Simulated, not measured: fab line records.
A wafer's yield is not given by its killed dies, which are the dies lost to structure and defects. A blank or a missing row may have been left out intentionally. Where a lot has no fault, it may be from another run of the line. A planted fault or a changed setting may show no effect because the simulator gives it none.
fab line records ; flow sky130
record: lots: 6; wafers: 18; last-day: 50
route steps=708 shown LDD_N@249 LDD_P@255 PAD_OPEN@708
lots with no fault: from the same line, run without faults
start-h: hours from the record's opening day to when the first of the lot's shown wafers began ; wait-h: time in hours since the lot's previous step ; " identical to the entry in the row above ; L1.1+2: a row that stands for several wafers ; - no value, or no start given ; * or withheld: withheld ; < > ~ a bound
route shown NAME@n: names a module that has steps shown in the file, with the first one's number in the route ; usual: mean and standard deviation over wafers with no fault ; same: alike in all rows ; chamber/n: place in a boat ; sites: the reading at each site ; _std_site: standard deviation of those values ; _edge_site: outer sites' mean less inner sites' ; radius-mm: for every site, how far away it sits from the centre of the wafer ; mask NAME#n: copy n ; behind: the most recent tool/chamber to have shaped the wafer ; hold: what put the lot on hold/how long, in hours/how the hold closed ; device: names the non-switching transistor (n, p or np) ; end of line: the tests these same wafers got at the end of their route ; a step given without rows: its recipe and nothing more ; killed: at the first sort, the dies lost to defects and structure; wafer yield is something else ; map: a wafer's dies, x killed, . not, _ none there
set.NAME: the setting that was run; set.NAME@STEP: the one run at that earlier step ; model.NAME: the simulator's own value behind a step, which no gauge read
lots at selected steps of the route; one table per step, one row per wafer
services: the hour from which a tool's chamber was out of use, counted from the record's first day as start-h (under 0 if before that day), plus the number of hours and why
== steps ==
step: SKY_LDD_N_IMPLANT_12
recipe: species: BF2; energy-kev: 50; dose-cm2: 5e+12; tilt-deg: 30; rotation-deg: 0
step: SKY_LDD_N_IMPLANT_13
recipe: species: BF2; energy-kev: 50; dose-cm2: 5e+12; tilt-deg: 30; rotation-deg: 90
step: SKY_LDD_N_IMPLANT_14
recipe: species: BF2; energy-kev: 50; dose-cm2: 5e+12; tilt-deg: 30; rotation-deg: 180
step: SKY_LDD_N_IMPLANT_15
recipe: species: BF2; energy-kev: 50; dose-cm2: 5e+12; tilt-deg: 30; rotation-deg: 270
step: SKY_LDD_N_STRIP_16
recipe: chemistry: O2/N2; power-w: 1400; pressure-mtorr: 1500; platen-temp-c: withheld; o2-flow-sccm: 3000; n2-flow-sccm: 300; overash-fraction: 0.5
usual: drypump-motor-current-A: 5.4/0.54; n2-flow-sccm: 299.9/0.95; oes-product-au: 0.407/0.0044; strip-time-to-endpoint-s: 4.319/0.014
same: overash-fraction: 0.5
lot.wafer;tool;chamber;start-h;wait-h;drypump-motor-current-A;n2-flow-sccm;oes-product-au;rf-hours-counter-h;strip-time-to-endpoint-s
L933.1;plasma-asher-03;0;410.35;0.1;4.9;299.7;0.403;26;4.312
L933.4;plasma-asher-03;0;410.35;0.1;4.9;300.5;0.409;-;4.295
L933.5;plasma-asher-03;1;410.35;0.1;4.9;299.7;0.408;-;4.314
L939.1;plasma-asher-03;0;491.80;0.1;4.9;300.1;0.407;34;4.326
L939.2;plasma-asher-03;1;491.80;0.1;4.9;299.7;0.407;34;4.324
L939.6;plasma-asher-03;0;491.80;0.1;4.9;300.4;0.413;-;4.325
L940.1;plasma-asher-04;1;495.97;0.1;5.2;299.1;0.411;5;4.333
L940.2;plasma-asher-04;0;495.97;0.1;5.7;300.6;0.406;5;4.334
L940.6;plasma-asher-04;1;495.97;0.1;5.2;298.5;0.408;-;4.333
L943.3;plasma-asher-04;1;513.71;0.1;5.2;299.6;0.411;-;4.309
L943.4;plasma-asher-04;0;513.71;0.1;5.7;298.6;0.413;-;4.319
L943.5;plasma-asher-04;0;513.71;0.1;5.7;299.9;0.407;-;4.331
L951.3;plasma-asher-03;0;579.60;0.1;4.9;299.4;0.420;-;4.320
L951.4;plasma-asher-03;1;579.60;0.1;4.9;301.8;0.412;-;4.331
L951.5;plasma-asher-03;1;579.60;0.1;4.9;301.7;0.407;-;4.291
L953.2;plasma-asher-04;1;590.65;0.1;5.2;298.6;0.411;15;4.323
L953.3;plasma-asher-04;0;590.65;0.1;5.7;301.2;0.400;-;4.317
L953.5;plasma-asher-04;1;590.65;0.1;5.2;298.6;0.408;-;4.304
step: SKY_LDD_N_TW_MEAS_17
usual: LDD_N_TW: 2597/14
lot.wafer;tool;chamber;start-h;wait-h;LDD_N_TW
L933.1;film-metro-04;-;410.45;0.1;2593
L933.4;film-metro-04;-;410.45;0.1;2586
L933.5;film-metro-04;-;410.45;0.1;2598
L939.1;film-metro-04;-;491.90;0.1;2596
L939.2;film-metro-04;-;491.90;0.1;2611
L939.6;film-metro-04;-;491.90;0.1;2616
L940.1;film-metro-03;-;496.07;0.1;2582
L940.2;film-metro-03;-;496.07;0.1;2590
L940.6;film-metro-03;-;496.07;0.1;2595
L943.3;film-metro-01;-;513.80;0.1;2591
L943.4;film-metro-01;-;513.80;0.1;2599
L943.5;film-metro-01;-;513.80;0.1;2599
L951.3;film-metro-03;-;579.68;0.1;2585
L951.4;film-metro-03;-;579.68;0.1;2583
L951.5;film-metro-03;-;579.68;0.1;2594
L953.2;film-metro-03;-;590.76;0.1;2583
L953.3;film-metro-03;-;590.76;0.1;2590
L953.5;film-metro-03;-;590.76;0.1;2587
step: SKY_LDD_P_DEHYDRATE_00
recipe: temp-c: 200; time-s: 60
step: SKY_LDD_P_HMDS_01
recipe: prime-time-s: 60; prime-temp-c: 120
step: SKY_LDD_P_COAT_02
recipe: resist: NOVOLAK; spin-rpm: 3000; resist-thk-nm: 1140
step: SKY_LDD_P_SOFTBAKE_03
recipe: temp-c: 90; time-s: 62.37; resist: NOVOLAK
usual: plate-sensor-t-centre-C: 90.758/0.0088; plate-sensor-t-edge-C: 90.829/0.0091
lot.wafer;tool;chamber;start-h;wait-h;plate-sensor-t-centre-C;plate-sensor-t-edge-C
L933.1;litho-track-01;0;425.17;0.1;90.754;90.841
L933.4;litho-track-01;0;425.17;0.1;90.752;90.825
L933.5;litho-track-01;0;425.17;0.1;90.753;90.81
L939.1;litho-track-01;0;506.87;0.1;90.762;90.826
L939.2;litho-track-01;0;506.87;0.1;90.764;90.819
L939.6;litho-track-01;0;506.87;0.1;90.744;90.836
L940.1;litho-track-01;0;511.42;0.1;90.744;90.836
L940.2;litho-track-01;0;511.42;0.1;90.779;90.814
L940.6;litho-track-01;0;511.42;0.1;90.748;90.818
L943.3;litho-track-01;0;528.72;0.1;90.746;90.813
L943.4;litho-track-01;0;528.72;0.1;90.759;90.845
L943.5;litho-track-01;0;528.72;0.1;90.756;90.835
L951.3;litho-track-03;0;594.81;0.1;90.763;90.812
L951.4;litho-track-03;0;594.81;0.1;90.755;90.846
L951.5;litho-track-03;0;594.81;0.1;90.767;90.835
L953.2;litho-track-04;0;604.55;0.1;90.745;90.835
L953.3;litho-track-04;0;604.55;0.1;90.76;90.823
L953.5;litho-track-04;0;604.55;0.1;90.775;90.829
step: SKY_LDD_P_EXPOSE_04
recipe: mask-id: PSDM; na: 0.6; source-shape: conventional; sigma-outer: 0.6; polarization: unpolarized; target-cd-nm: 380; dose-mj: 138
step: SKY_LDD_P_PEB_05
recipe: temp-c: withheld; time-s: *; resist: NOVOLAK
step: SKY_LDD_P_DEVELOP_06
recipe: resist: NOVOLAK; developer: TMAH; develop-time-s: 60; dev-temp-c: 23
usual: developer-temp-C: 22.98/0.1
lot.wafer;tool;chamber;start-h;wait-h;developer-temp-C
L933.1;litho-track-04;0;440.08;0.1;23.05
L933.4;litho-track-04;0;440.08;0.1;23.03
L933.5;litho-track-04;0;440.08;0.1;23.04
L939.1;litho-track-03;0;522.01;0.1;22.88
L939.2;litho-track-03;0;522.01;0.1;23.04
L939.6;litho-track-03;0;522.01;0.1;22.87
L940.1;litho-track-04;0;526.53;0.1;22.32
L940.2;litho-track-04;0;526.53;0.1;22.24
L940.6;litho-track-04;0;526.53;0.1;22.25
L943.3;litho-track-04;0;544.08;0.1;22.32
L943.4;litho-track-04;0;544.08;0.1;22.28
L943.5;litho-track-04;0;544.08;0.1;22.34
L951.3;litho-track-03;0;608.96;0.1;22.93
L951.4;litho-track-03;0;608.96;0.1;22.76
L951.5;litho-track-03;0;608.96;0.1;23.02
L953.2;litho-track-01;0;618.99;0.1;23.06
L953.3;litho-track-01;0;618.99;0.1;22.93
L953.5;litho-track-01;0;618.99;0.1;23.09
step: SKY_LDD_P_CD_MEAS_07
recipe: target-cd-nm: 380
usual: cd-nm: 380.2/2.8
lot.wafer;tool;chamber;start-h;wait-h;cd-nm
L933.1;cd-sem-02;-;440.23;0.1;380.6
L933.4;cd-sem-02;-;440.23;0.1;379.7
L933.5;cd-sem-02;-;440.23;0.1;379.0
L939.1;cd-sem-02;-;522.16;0.1;380.8
L939.2;cd-sem-02;-;522.16;0.1;380.8
L939.6;cd-sem-02;-;522.16;0.1;379.7
L940.1;cd-sem-01;-;526.79;0.2;384.5
L940.2;cd-sem-01;-;526.79;0.2;383.4
L940.6;cd-sem-01;-;526.79;0.2;383.9
L943.3;cd-sem-01;-;544.22;0.1;384.0
L943.4;cd-sem-01;-;544.22;0.1;381.5
L943.5;cd-sem-01;-;544.22;0.1;380.8
L951.3;cd-sem-02;-;609.10;0.1;386.1
L951.4;cd-sem-02;-;609.10;0.1;383.3
L951.5;cd-sem-02;-;609.10;0.1;383.7
L953.2;cd-sem-01;-;619.14;0.1;378.4
L953.3;cd-sem-01;-;619.14;0.1;381.8
L953.5;cd-sem-01;-;619.14;0.1;381.4
step: SKY_PAD_OPEN_PROBE_99
usual: killed_at_M0_to_M3: 44/7.2; killed_at_M4_up: 3.2/1.8; killed-at-contacts: 24/5.4; killed-at-front-end: 15/4; killed-at-other: 0.3/0.56; killed-dies: 87/9.2; killed-open: 47/7.3; killed-short: 39/5.7
same: gross-dies: 492; killed-at-back-side: 0
lot.wafer;tool;chamber;start-h;wait-h;killed_at_M0_to_M3;killed_at_M4_up;killed-at-contacts;killed-at-front-end;killed-at-other;killed-dies;killed-open;killed-short
L933.1;prober-02;-;1080.74;0.1;27;4;32;18;0;81;46;35
L933.4;prober-02;-;1080.89;0.2;48;5;26;24;0;103;61;42
L933.5;prober-02;-;1080.94;0.2;46;4;22;23;0;95;49;46
L939.1;prober-02;-;1135.45;0.1;51;3;22;18;0;94;55;38
L939.2;prober-02;-;1135.50;0.1;42;3;19;16;0;80;43;36
L939.6;prober-02;-;1135.70;0.2;40;1;16;10;0;67;42;25
L940.1;prober-02;-;1139.66;0.1;51;2;27;15;0;95;57;38
L940.2;prober-02;-;1139.71;0.1;44;3;18;20;1;86;44;42
L940.6;prober-02;-;1139.91;0.2;45;5;39;16;0;105;55;50
L943.3;prober-01;-;1147.67;0.2;47;6;28;12;0;93;56;37
L943.4;prober-01;-;1147.72;0.2;42;5;29;14;0;90;42;47
L943.5;prober-01;-;1147.77;0.2;44;2;28;18;0;92;46;44
L951.3;prober-02;-;1187.48;0.2;37;1;24;21;0;83;47;36
L951.4;prober-02;-;1187.53;0.2;31;2;18;29;0;80;48;31
L951.5;prober-02;-;1187.58;0.2;39;3;19;18;1;80;49;31
L953.2;prober-02;-;1191.69;0.1;29;2;20;14;1;66;36;30
L953.3;prober-02;-;1191.74;0.2;40;7;21;17;0;85;35;50
L953.5;prober-02;-;1191.84;0.2;44;0;25;17;0;86;50;36
killed by level:class
L933.1 LI_CONTACT:geometric-particle:open=11 FIELD_ISO:geometric-particle:open=7 CONTACT:geometric-particle:open=7 LI_CONTACT:geometric-particle:short=6 CONTACT:geometric-particle:short=6 VIA2:geometric-particle:open=6 VIA1:geometric-particle:open=5 POLY_GATE:geometric-particle:short=4
L933.4 VIA3:geometric-particle:open=12 CONTACT:geometric-particle:open=10 VIA1:geometric-particle:open=10 METAL2:geometric-particle:short=8 VIA2:geometric-particle:open=7 FIELD_ISO:geometric-particle:open=6 POLY_GATE:geometric-particle:open=6 FIELD_ISO:geometric-particle:short=5
L933.5 VIA1:geometric-particle:open=15 CONTACT:geometric-particle:open=10 POLY_GATE:geometric-particle:short=8 FIELD_ISO:geometric-particle:short=6 METAL2:geometric-particle:short=6 LOCAL_INTERCONNECT:geometric-particle:short=5 FIELD_ISO:geometric-particle:open=4 VIA1:geometric-particle:short=4
L939.1 CONTACT:geometric-particle:open=15 VIA2:geometric-particle:open=12 METAL2:geometric-particle:short=7 VIA3:geometric-particle:open=6 VIA1:geometric-particle:short=5 VIA1:geometric-particle:open=5 FIELD_ISO:geometric-particle:open=4 FIELD_ISO:geometric-particle:short=4
L939.2 VIA1:geometric-particle:open=10 METAL1:geometric-particle:short=9 CONTACT:geometric-particle:open=6 VIA2:geometric-particle:open=6 FIELD_ISO:geometric-particle:short=5 LI_CONTACT:geometric-particle:open=4 POLY_CUT:geometric-particle:open=3 METAL4:geometric-particle:short=3
L939.6 VIA1:geometric-particle:open=12 LI_CONTACT:geometric-particle:open=10 VIA3:geometric-particle:open=7 VIA1:geometric-particle:short=6 VIA2:geometric-particle:open=6 POLY_GATE:geometric-particle:short=3 LOCAL_INTERCONNECT:geometric-particle:short=3 METAL1:geometric-particle:short=3
L940.1 CONTACT:geometric-particle:open=12 VIA1:geometric-particle:open=11 VIA2:geometric-particle:open=10 METAL2:geometric-particle:short=8 FIELD_ISO:geometric-particle:open=7 CONTACT:geometric-particle:short=6 METAL1:geometric-particle:short=5 LOCAL_INTERCONNECT:geometric-particle:short=4
L940.2 VIA1:geometric-particle:open=13 CONTACT:geometric-particle:open=8 VIA3:geometric-particle:open=8 FIELD_ISO:geometric-particle:short=7 VIA2:geometric-particle:open=6 POLY_GATE:geometric-particle:short=4 POLY_GATE:geometric-particle:open=4 CONTACT:geometric-particle:short=4
L940.6 CONTACT:geometric-particle:open=13 LOCAL_INTERCONNECT:geometric-particle:short=9 VIA1:geometric-particle:open=9 VIA1:geometric-particle:short=8 LI_CONTACT:geometric-particle:open=8 CONTACT:geometric-particle:short=7 FIELD_ISO:geometric-particle:open=6 METAL2:geometric-particle:short=4
L943.3 VIA1:geometric-particle:open=14 CONTACT:geometric-particle:open=9 LI_CONTACT:geometric-particle:open=8 VIA2:geometric-particle:open=8 METAL2:geometric-particle:short=8 POLY_GATE:geometric-particle:open=5 LOCAL_INTERCONNECT:geometric-particle:short=5 VIA3:geometric-particle:open=5
L943.4 LI_CONTACT:geometric-particle:open=9 VIA1:geometric-particle:open=9 LOCAL_INTERCONNECT:geometric-particle:short=8 VIA3:geometric-particle:short=7 CONTACT:geometric-particle:open=7 VIA1:geometric-particle:short=7 FIELD_ISO:geometric-particle:short=5 METAL4:geometric-particle:short=5
L943.5 VIA1:geometric-particle:open=17 CONTACT:geometric-particle:short=7 CONTACT:geometric-particle:open=6 FIELD_ISO:geometric-particle:open=5 METAL2:geometric-particle:short=5 LOCAL_INTERCONNECT:geometric-particle:short=5 LI_CONTACT:geometric-particle:short=4 LI_CONTACT:geometric-particle:open=4
L951.3 CONTACT:geometric-particle:open=10 VIA2:geometric-particle:open=8 VIA1:geometric-particle:open=6 FIELD_ISO:geometric-particle:open=5 FIELD_ISO:geometric-particle:short=5 POLY_GATE:geometric-particle:short=5 POLY_GATE:geometric-particle:open=5 CONTACT:geometric-particle:short=5
L951.4 POLY_GATE:geometric-particle:open=10 LI_CONTACT:geometric-particle:open=9 FIELD_ISO:geometric-particle:open=8 VIA2:geometric-particle:open=5 POLY_GATE:geometric-particle:short=5 VIA3:geometric-particle:open=5 VIA1:geometric-particle:open=5 METAL2:geometric-particle:short=5
L951.5 VIA1:geometric-particle:open=10 FIELD_ISO:geometric-particle:open=7 VIA2:geometric-particle:open=6 CONTACT:geometric-particle:open=6 LI_CONTACT:geometric-particle:open=5 VIA1:geometric-particle:short=5 FIELD_ISO:geometric-particle:short=4 METAL1:geometric-particle:short=4
L953.2 CONTACT:geometric-particle:open=7 LI_CONTACT:geometric-particle:open=6 VIA1:geometric-particle:open=6 VIA2:geometric-particle:open=5 CONTACT:geometric-particle:short=4 METAL3:geometric-particle:short=4 FIELD_ISO:geometric-particle:short=3 POLY_GATE:geometric-particle:open=3
L953.3 CONTACT:geometric-particle:open=9 VIA3:geometric-particle:open=8 METAL1:geometric-particle:short=7 VIA1:geometric-particle:short=7 LOCAL_INTERCONNECT:geometric-particle:short=6 METAL4:geometric-particle:short=6 POLY_GATE:geometric-particle:short=5 LI_CONTACT:geometric-particle:open=4
L953.5 LI_CONTACT:geometric-particle:open=13 VIA1:geometric-particle:open=13 VIA2:geometric-particle:open=11 LOCAL_INTERCONNECT:geometric-particle:short=5 METAL3:geometric-particle:short=5 SPACER:geometric-particle:short=4 CONTACT:geometric-particle:short=4 VIA3:geometric-particle:short=4
== services ==
tool;chamber;start-h;hours;kind
plasma-asher-03;-;392.11;6.1;repair
plasma-asher-04;-;421.25;9.0;pm
plasma-asher-04;0;421.25;9.0;vent-cycle
plasma-asher-04;1;421.25;9.0;vent-cycle
plasma-asher-04;-;423.54;0.4;repair
plasma-asher-04;0;430.25;-;clean
plasma-asher-04;1;430.25;-;clean
plasma-asher-04;-;451.88;13.1;repair
plasma-asher-03;-;453.11;4.3;pm
plasma-asher-04;-;468.82;4.3;repair
litho-track-03;-;493.54;-;consumable-replace:filter
plasma-asher-04;-;603.16;1.8;repair
== key ==
first-sign: step: SKY_LDD_P_DEVELOP_06; reading: developer-temp-C; direction: down; sigmas: 6.7; usual: *; struck: *
effect none on later readings
met-at SKY_LDD_P_DEVELOP_06
struck-wafers L940.1,L940.2,L940.6,L943.3,L943.4,L943.5
tester-left-out L940,L943
onset-between 440.08 526.53
fault: kind: process-parameter-drift; tool: litho-track-04; chamber: -; onset-h: 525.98; steps: SKY_LDD_P_DEVELOP_06; channel: dev-temp-c; offset: *; shape: step; end-h: 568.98; acts-in: *; stated: *
tester-left-out: of these lots the tester's yield and bins aren't shown, on N5 and GAA mostly nor the transistor test; their killed dies are dies lost to structure and defects alone, not to doping, threshold or leakage, so they don't give the yield
